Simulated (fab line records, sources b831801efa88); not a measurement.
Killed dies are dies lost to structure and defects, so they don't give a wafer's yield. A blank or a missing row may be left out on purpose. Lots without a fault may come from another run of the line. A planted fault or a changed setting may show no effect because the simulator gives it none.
A struck lot beside a sound one | flow sfq_line | 15 steps out of a route of 325
Sound: wafers L108.2, L108.3, L108.4. Struck: wafer L118.2. (L118.6 of the same lot was not struck and is left out.) The cause comes at the end.
At each step with rows: each side's tool, then ch and its chambers, then its first start. Under that, the readings that differ: sound wafers | struck wafers | difference of the means | sigmas: that difference in standard deviations of wafers without a fault.
alike: readings whose means differ by less than 2 such deviations, and words and numbers that are the same on both sides. not compared: withheld readings, readings that some wafer has no value for, bounds like >300 that may hide the same value, and numbers for which the record gives no deviation and whose values overlap.
The two part at a step that has a row with sigmas, a row that says differs or no value, or rows on one side only. Numbers that don't overlap but have no deviation are shown without sigmas and don't part them. A reading that every wafer of one side lacks parts them only if that side has two wafers or more.

SFQ_TRILAYER_L0_BARC_OPEN_METAL_ETCH_010: etches BARC in O2, target depth 125 nm, time 41.7 s.
  sound on rie_metal-01 ch 0,1, day 4 15:58; struck on rie_metal-01 ch 0, day 7 13:53
  reading               | sound             | struck | difference | sigmas
  oes_product_au (a.u.) | 0.682 0.695 0.687 | 0.679  | -0.009     | -2
  alike: drypump_motor_current_A
  not compared: rf_hours_counter_h
SFQ_TRILAYER_L0_ETCH_METAL_ETCH_008: etches MoNx KI in SF6/O2, stops on SiO2, target depth 50 nm, time 25 s.
  sound on rie_metal-01 ch 0,1, day 4 16:01; struck on rie_metal-01 ch 0, day 7 13:56
  alike: drypump_motor_current_A, oes_product_au
  not compared: rf_hours_counter_h
SFQ_TRILAYER_L0_STRIP_STRIP_009: strips in O2.
  sound on rie_metal-01 ch 0,1, day 4 16:04; struck on rie_metal-01 ch 0, day 7 13:59
  alike: drypump_motor_current_A, oes_product_au, platen_temp_c
  not compared: rf_hours_counter_h
then, 1 step without rows for these wafers: SFQ_TRILAYER_L0_STRIP_SOLV_CLEAN_010 (cleans in NMP, time 600 s).
SFQ_TRILAYER_L0_CAP_PECVD_011: deposits SiO2 from SiH4/N2O, time 13.333 s, target thk 60 nm.
  sound on pecvd-03 ch 0,2, day 4 16:50; struck on pecvd-03 ch 1, day 7 14:46
  alike: heater_power_w, throttle_valve_pct
  not compared: since_wet_clean_h
then, 6 steps without rows for these wafers: SFQ_TRILAYER_L0_VIA_LITHO_COAT_018 (resist thk 62 nm); SFQ_TRILAYER_L0_VIA_LITHO_COAT_013 (resist thk 650 nm); SFQ_TRILAYER_L0_VIA_LITHO_SOFTBAKE_017; SFQ_TRILAYER_L0_VIA_LITHO_EXPOSE_014 (exposes mask L0V, target cd 700 nm); SFQ_TRILAYER_L0_VIA_LITHO_PEB_016 (peb time 60 s); SFQ_TRILAYER_L0_VIA_LITHO_DEVELOP_015 (time 60 s).
-- the record jumps here: 4 days lie between the struck wafers' starts before and after --
SFQ_L0V_OVL_MEAS_903:
  sound on overlay-01, day 8 09:20; struck on overlay-02, day 11 17:02
  alike: L0V_OVL
SFQ_TRILAYER_L0_VIA_BARC_OPEN_VIA_ETCH_021: etches BARC in O2, target depth 125 nm, time 41.7 s.
  sound on rie_diel-01 ch 0,2,3, day 8 09:22; struck on rie_diel-01 ch 2, day 11 17:04
  reading                                                 | sound             | struck | difference | sigmas
  model.KrF_of_TRILAYER_L0_VIA_LITHO_COAT_013.thk_nm (nm) | 572.7 571.5 575.2 | 584.4  | +11.3      |
  alike: drypump_motor_current_A, oes_product_au
  not compared: rf_hours_counter_h
SFQ_TRILAYER_L0_VIA_ETCH_VIA_ETCH_016: etches SiO2 in CHF3, stops on MoNx KI, target depth 80 nm.
  sound on rie_diel-01 ch 0,2,3, day 8 09:24; struck on rie_diel-01 ch 2, day 11 17:06
  reading                                                 | sound             | struck | difference | sigmas
  model.KrF_of_TRILAYER_L0_VIA_LITHO_COAT_013.thk_nm (nm) | 558.8 558.1 561.2 | 570.5  | +11.1      |
  alike: drypump_motor_current_A, oes_product_au
SFQ_TRILAYER_L0_VIA_STRIP_STRIP_017: strips in O2.
  sound on rie_metal-04 ch 0,1, day 8 09:27; struck on rie_metal-01 ch 0, day 11 17:09
  alike: drypump_motor_current_A, oes_product_au, platen_temp_c
  not compared: rf_hours_counter_h

WHERE THEY PART
Only at SFQ_TRILAYER_L0_BARC_OPEN_METAL_ETCH_010, within this record. Later steps at which nothing parts them and some readings are alike: SFQ_TRILAYER_L0_ETCH_METAL_ETCH_008, SFQ_TRILAYER_L0_STRIP_STRIP_009, SFQ_TRILAYER_L0_CAP_PECVD_011, SFQ_L0V_OVL_MEAS_903, SFQ_TRILAYER_L0_VIA_BARC_OPEN_VIA_ETCH_021, SFQ_TRILAYER_L0_VIA_ETCH_VIA_ETCH_016, SFQ_TRILAYER_L0_VIA_STRIP_STRIP_017.

WHY: what the simulator had put in
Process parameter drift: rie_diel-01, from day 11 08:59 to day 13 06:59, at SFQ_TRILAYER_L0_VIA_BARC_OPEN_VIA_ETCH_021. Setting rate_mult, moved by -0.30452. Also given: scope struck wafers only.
